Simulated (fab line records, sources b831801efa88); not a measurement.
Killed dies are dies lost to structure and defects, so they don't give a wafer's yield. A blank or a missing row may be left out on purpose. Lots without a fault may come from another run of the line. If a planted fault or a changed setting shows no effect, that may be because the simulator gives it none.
Which tool is to blame?    flow gf180mcu    Sampling: 14 lots, 42 wafers, 4 of 602 route steps

## WHAT THE GAUGES SHOWED, per wafer
GF_HV_LDD_OVL_MEAS_08.
lot   measured      on          HV_LDD_OVL (nm)
L530  day 9 21:01   overlay-01  -3.6 -0.3 -2.7
L531  day 10 07:02  overlay-01  0.5 -0.5 0.9
L533  day 11 02:16  overlay-01  0.4 0.9 0.2
L535  day 11 19:22  overlay-01  0.2 0.3 -0.7
L534  day 11 21:55  overlay-01  -2.1 -1.8 -3.8
L537  day 12 10:13  overlay-02  -1.2 1.2 -3.5
L538  day 13 04:20  overlay-01  2.3 0.5 2.3
L540  day 13 11:01  overlay-01  -0.4 0.0 -1.3
L541  day 13 18:08  overlay-01  -1.6 -2.3 -3.7
L542  day 14 06:53  overlay-02  -2.1 -1.2 0.9
L549  day 15 22:38  overlay-02  -2.5 -1.0 -1.0
L550  day 16 03:29  overlay-02  -1.0 -4.0 -2.5
L551  day 16 09:58  overlay-01  0.8 -0.8 -0.3
L552  day 16 18:44  overlay-02  -0.4 -1.1 -0.8

GF_HV_LDD_OVL_MEAS_47.
lot   measured      on          HV_LDD_03_OVL (nm)
L530  day 12 05:14  overlay-01  1.2 1.2 1.8
L531  day 12 17:25  overlay-01  1.4 0.0 1.2
L533  day 13 13:04  overlay-01  1.0 1.1 1.0
L535  day 14 09:04  overlay-02  -3.1 -2.8 -2.5
L534  day 14 11:37  overlay-02  -1.6 1.2 -1.5
L537  day 15 01:26  overlay-02  1.8 0.6 1.9
L538  day 15 21:28  overlay-02  1.1 0.8 1.5
L540  day 16 04:43  overlay-02  -0.7 2.2 -0.1
L541  day 16 10:56  overlay-01  -1.7 -1.1 -0.2
L542  day 17 01:55  overlay-01  -0.2 -3.6 -2.2
L549  day 18 19:19  overlay-02  -1.7 1.3 0.2
L550  day 18 22:34  overlay-02  -0.7 -1.6 1.2
L551  day 19 13:16  overlay-01  2.9 0.3 0.7
L552  day 19 18:34  overlay-01  1.1 1.9 2.9

## TOOL THAT RAN EACH LOT (tool first, then ch and the chambers of the sampled wafers, then the start)
lot   GF_HV_LDD_STRIP_22                    GF_HV_LDD_IMPLANT_33
L530  plasma asher-03 ch 0,1, day 10 15:20  implanter-02 ch 0, day 11 10:16
L531  plasma asher-02 ch 0,1, day 11 02:11  implanter-03 ch 0, day 11 21:43
L533  plasma asher-02 ch 0,1, day 11 21:54  implanter-04 ch 0, day 12 16:24
L535  plasma asher-03 ch 0,1, day 12 15:11  implanter-04 ch 0, day 13 11:19
L534  plasma asher-01 ch 0,1, day 12 17:19  implanter-02 ch 0, day 13 13:34
L537  plasma asher-03 ch 0,1, day 13 05:43  implanter-03 ch 0, day 14 02:57
L538  plasma asher-02 ch 0,1, day 14 01:45  implanter-02 ch 0, day 14 22:43
L540  plasma asher-02 ch 0,1, day 14 08:34  implanter-03 ch 0, day 15 06:08
L541  plasma asher-03 ch 0,1, day 14 15:07  implanter-03 ch 0, day 15 12:34
L542  plasma asher-02 ch 0,1, day 15 03:59  implanter-03 ch 0, day 16 02:28
L549  plasma asher-02 ch 0,1, day 16 20:25  implanter-03 ch 0, day 17 19:49
L550  plasma asher-03 ch 0,1, day 17 03:01  implanter-03 ch 0, day 18 01:46
L551  plasma asher-01 ch 0,1, day 17 09:08  implanter-04 ch 0, day 18 12:44
L552  plasma asher-01 ch 0,1, day 17 17:43  implanter-04 ch 0, day 18 17:37
- GF_HV_LDD_STRIP_22: strips in O2/N2.
- GF_HV_LDD_IMPLANT_33

## WHAT THE TOOLS THEMSELVES READ (means of the sampled wafers that have a number; where no wafer has one, the mark that the record gives instead)
GF_HV_LDD_STRIP_22.
lot   tool             drypump motor current A (A)  heater power w (W)  oes product au (a.u.)  strip time to endpoint s (s)
L530  plasma asher-03  5.6                          360                 0.716                  12.69
L531  plasma asher-02  6.0                          293                 0.714                  12.62
L533  plasma asher-02  6.0                          294                 0.712                  12.70
L535  plasma asher-03  5.6                          371                 0.718                  12.70
L534  plasma asher-01  5.4                          285                 0.711                  12.64
L537  plasma asher-03  5.5                          367                 0.714                  12.70
L538  plasma asher-02  6.0                          290                 0.720                  12.74
L540  plasma asher-02  6.0                          290                 0.715                  12.70
L541  plasma asher-03  5.6                          403                 0.712                  12.63
L542  plasma asher-02  5.9                          298                 0.718                  12.61
L549  plasma asher-02  5.9                          296                 0.722                  12.56
L550  plasma asher-03  5.6                          404                 0.717                  12.64
L551  plasma asher-01  5.1                          306                 0.719                  12.57
L552  plasma asher-01  5.4                          288                 0.716                  12.58

GF_HV_LDD_IMPLANT_33.
lot   tool          dose ions cm2  end station pressure torr (Torr)  rotation deg (degrees)
L530  implanter-02  7.490e+12      4.97e-06                          0.013
L531  implanter-03  7.489e+12      4.96e-06                          0.005
L533  implanter-04  7.508e+12      4.82e-06                          0.011
L535  implanter-04  7.501e+12      4.92e-06                          0.006
L534  implanter-02  7.507e+12      5.22e-06                          -0.001
L537  implanter-03  7.495e+12      5.11e-06                          0.010
L538  implanter-02  7.503e+12      5.00e-06                          0.000
L540  implanter-03  7.506e+12      4.95e-06                          -0.008
L541  implanter-03  7.504e+12      4.77e-06                          0.004
L542  implanter-03  7.502e+12      5.24e-06                          0.017
L549  implanter-03  7.508e+12      5.14e-06                          -56.556
L550  implanter-03  7.507e+12      4.90e-06                          -56.536
L551  implanter-04  7.501e+12      5.26e-06                          -0.016
L552  implanter-04  7.501e+12      5.03e-06                          -0.006

## THE ANSWER, worked out from the rows above alone
Rule: usual is defined by the lots themselves. Put in order of their means at a reading, lots are off if they are a third of the lots or fewer, leave a main group of 4 or more, and stand apart from it by a gap of 3 or more times the standard deviation of the main group's means; of several such gaps the widest counts. If all means in a main group match to the digits the tables above print for the reading, that group is not used. A lot without any number at a reading at which 4 lots or more have one is off too. Where the step has rows for the other lots, those lots are counted as sound. First the gauges in route order, then the tools' own readings, where a lot's mean is used as printed above. At the first step where some lot is off, the reading lying furthest off is the one used; lots without a number count as furthest.
Off: L549, L550, at GF_HV_LDD_IMPLANT_33 (rotation deg). The main group: mean 0.003 degrees, standard deviation 0.0092.
A tool fits if, at that step or a process step before it, it ran every lot that is off, and no sound lot after the first of them. One fits: GF_HV_LDD_IMPLANT_33 on implanter-03. Its last sound lot is L542 (day 16 02:28), its first lot that is off L549 (day 17 19:49): a fault that began between those two fits.
The tool's own readings at GF_HV_LDD_IMPLANT_33 bear it out: on the lots that are off they differ by more than 5 times the standard deviation of the sound lots' means. rotation deg reads -56.546 degrees there against 0.003 degrees on the sound lots.

## WHAT WAS PUT IN BY THE SIMULATOR
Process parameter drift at GF_HV_LDD_IMPLANT_33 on implanter-03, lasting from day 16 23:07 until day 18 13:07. From 0, the setting rotation deg moved by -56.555. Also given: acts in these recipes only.
Struck lots among those shown: L549, L550. The rule above found the same.
